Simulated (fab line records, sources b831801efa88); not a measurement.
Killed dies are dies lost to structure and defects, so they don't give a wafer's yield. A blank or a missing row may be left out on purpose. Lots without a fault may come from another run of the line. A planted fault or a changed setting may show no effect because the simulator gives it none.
A struck lot beside a sound one | flow sky130 | 30 steps out of a route of 708
Sound: wafers L360.2, L360.4, L360.5. Struck: wafers L372.3, L372.4, L372.6. The cause comes at the end.
At each step with rows: each side's tool, then ch and its chambers, then its first start. Under that, the readings that differ: sound wafers | struck wafers | difference of the means | sigmas: that difference in standard deviations of wafers without a fault.
alike: readings whose means differ by less than 2 such deviations, and words and numbers that are the same on both sides. not compared: withheld readings, readings that some wafer has no value for, bounds like >300 that may hide the same value, and numbers for which the record gives no deviation and whose values overlap.
The two part at a step that has a row with sigmas, a row that says differs or no value, or rows on one side only. Numbers that don't overlap but have no deviation are shown without sigmas and don't part them. A reading that every wafer of one side lacks parts them only if that side has two wafers or more.

SKY_PWDE_STRIP_09: strips in O2/N2.
  sound on plasma_asher-03 ch 0,1, day 6 10:50; struck on plasma_asher-03 ch 0,1, day 9 05:01
  alike: drypump_motor_current_A, oes_product_au, strip_time_to_endpoint_s
  not compared: rf_hours_counter_h
SKY_PWDE_TW_MEAS_10:
  sound on film_metro-04, day 6 10:57; struck on film_metro-03, day 9 05:06
  reading | sound       | struck      | difference | sigmas
  PWDE_TW | 378 379 379 | 370 369 369 | -9         | -2
then, 7 steps without rows for these wafers: SKY_NWELL_DEHYDRATE_03 (time 60 s); SKY_NWELL_HMDS_04 (prime time 60 s); SKY_NWELL_COAT_05 (resist thk 3000 nm); SKY_NWELL_SOFTBAKE_06; SKY_NWELL_EXPOSE_07 (exposes mask NWM, target cd 840 nm); SKY_NWELL_PEB_08; SKY_NWELL_DEVELOP_09 (develop time 60 s).
SKY_NWELL_OVL_MEAS_10:
  sound on overlay-02, day 7 06:15; struck on overlay-01, day 10 02:09
  alike: NWELL_00_OVL
then, 2 steps without rows for these wafers: SKY_NWELL_IMPLANT_11; SKY_NWELL_IMPLANT_12.
SKY_NWELL_IMPLANT_13:
  sound on implanter-02 ch 0, day 7 06:36; struck on implanter-02 ch 0, day 10 02:32
  reading            | sound                     | struck                          | difference  | sigmas
  dose_ions_cm2      | 7.001e+11 6.987e+11 7e+11 | 1.0573e+12 1.057e+12 1.0568e+12 | +3.5743e+11 | +99 or more
  faraday_current_uA | 3.85 4.04 3.92            | 5.99 6.05 5.88                  | +2.04       | +30
SKY_NWELL_STRIP_14: strips in O2/N2.
  sound on plasma_asher-01 ch 0,1, day 7 06:44; struck on plasma_asher-04 ch 0,1, day 10 02:40
  alike: drypump_motor_current_A, oes_product_au, strip_time_to_endpoint_s
  not compared: rf_hours_counter_h
SKY_NWELL_TW_MEAS_15:
  sound on film_metro-03, day 7 06:50; struck on film_metro-04, day 10 02:45
  reading  | sound          | struck         | difference | sigmas
  NWELL_TW | 1798 1802 1801 | 1851 1848 1842 | +47        | +2
then, 7 steps without rows for these wafers: SKY_NWELL_DEHYDRATE_16 (time 60 s); SKY_NWELL_HMDS_17 (prime time 60 s); SKY_NWELL_COAT_18 (resist thk 3000 nm); SKY_NWELL_SOFTBAKE_19; SKY_NWELL_EXPOSE_20 (exposes mask NWM COMPLEMENT, target cd 840 nm); SKY_NWELL_PEB_21; SKY_NWELL_DEVELOP_22 (develop time 60 s).
SKY_NWELL_OVL_MEAS_23:
  sound on overlay-02, day 8 02:48; struck on overlay-02, day 11 00:56
  alike: NWELL_01_OVL
then, 1 step without rows for these wafers: SKY_NWELL_IMPLANT_24.
SKY_NWELL_STRIP_25: strips in O2/N2.
  sound on plasma_asher-03 ch 0,1, day 8 02:59; struck on plasma_asher-01 ch 0,1, day 11 01:09
  alike: drypump_motor_current_A, oes_product_au, strip_time_to_endpoint_s
  not compared: rf_hours_counter_h
SKY_NWELL_TW_MEAS_26:
  sound on film_metro-04, day 8 03:05; struck on film_metro-01, day 11 01:14
  reading    | sound       | struck      | difference | sigmas
  NWELL_2_TW | 502 503 502 | 489 486 490 | -14        | -2
then, 1 step without rows for these wafers: SKY_NWELL_CLEAN_27 (cleans in SC1/SC2, time 150 s).
SKY_NWELL_RTA_28: time 30 s.
  sound on rtp_anneal-02 ch 0, day 8 03:15; struck on rtp_anneal-02 ch 0, day 11 01:22
  alike: lamp_power_pct, ramp_up_c_per_s, wafer_temp_C_max
SKY_NWELL_RS_MEAS_29: measures by four-point-probe.
  sound on film_metro-01, day 8 03:22; struck on film_metro-03, day 11 01:28
  reading           | sound             | struck            | difference | sigmas
  NWELL_RS (ohm/sq) | 620.1 620.3 623.4 | 612.7 612.9 611.9 | -8.8       | -5
-- the record jumps here: 40 days lie between the struck wafers' starts before and after (it left off in module NWELL and takes up again in module PAD_OPEN, whose first step shown is number 708 of the route) --
SKY_PAD_OPEN_PROBE_99:
  sound on prober-01, day 48 16:22; struck on prober-01, day 51 06:34
  reading                                | sound                         | struck                       | difference | sigmas
  model.etest.nfet_16v.r_on_ohm_um       | 1.411e+04 1.396e+04 1.414e+04 | 1.387e+04 1.37e+04 1.358e+04 | -3.533e+02 |
  model.etest.pfet_g5v0d10v5.r_on_ohm_um | 4783 4734 4815                | 4920 4897 4880               | +122       |
  model.etest.tip_p.rs_ohm_sq            | 6785 6759 6818                | 7020 7032 7023               | +238       |
  model.etest.tip_p_5v.rs_ohm_sq         | 2854 2842 2868                | 2946 2930 2941               | +84        |
  model.etest.pfet_g5v0d10v5.drive_ua_um | 338.8 345.4 339.4             | 325.8 330.6 329.9            | -12.4      |
  model.etest.pfet_01v8_lvt.drive_ua_um  | 172.5 175.2 171.1             | 162 164.4 164.9              | -9         |
  model.etest.pfet_16v.drive_ua_um       | 242.6 244.2 243.5             | 235 239.5 238.8              | -6         |
  model.etest.pfet_01v8_mvt.drive_ua_um  | 153.6 157.1 152.9             | 144.2 146.2 145.3            | -9.3       |
  alike: killed_at_M0_to_M3, killed_at_M4_up, killed_at_contacts, killed_at_front_end, killed_at_other, killed_dies, killed_open, killed_short

WHERE THEY PART
First at SKY_PWDE_TW_MEAS_10; last, within this record, at SKY_NWELL_RS_MEAS_29. Later steps at which nothing parts them and some readings are alike: SKY_PAD_OPEN_PROBE_99.

WHY: what the simulator had put in
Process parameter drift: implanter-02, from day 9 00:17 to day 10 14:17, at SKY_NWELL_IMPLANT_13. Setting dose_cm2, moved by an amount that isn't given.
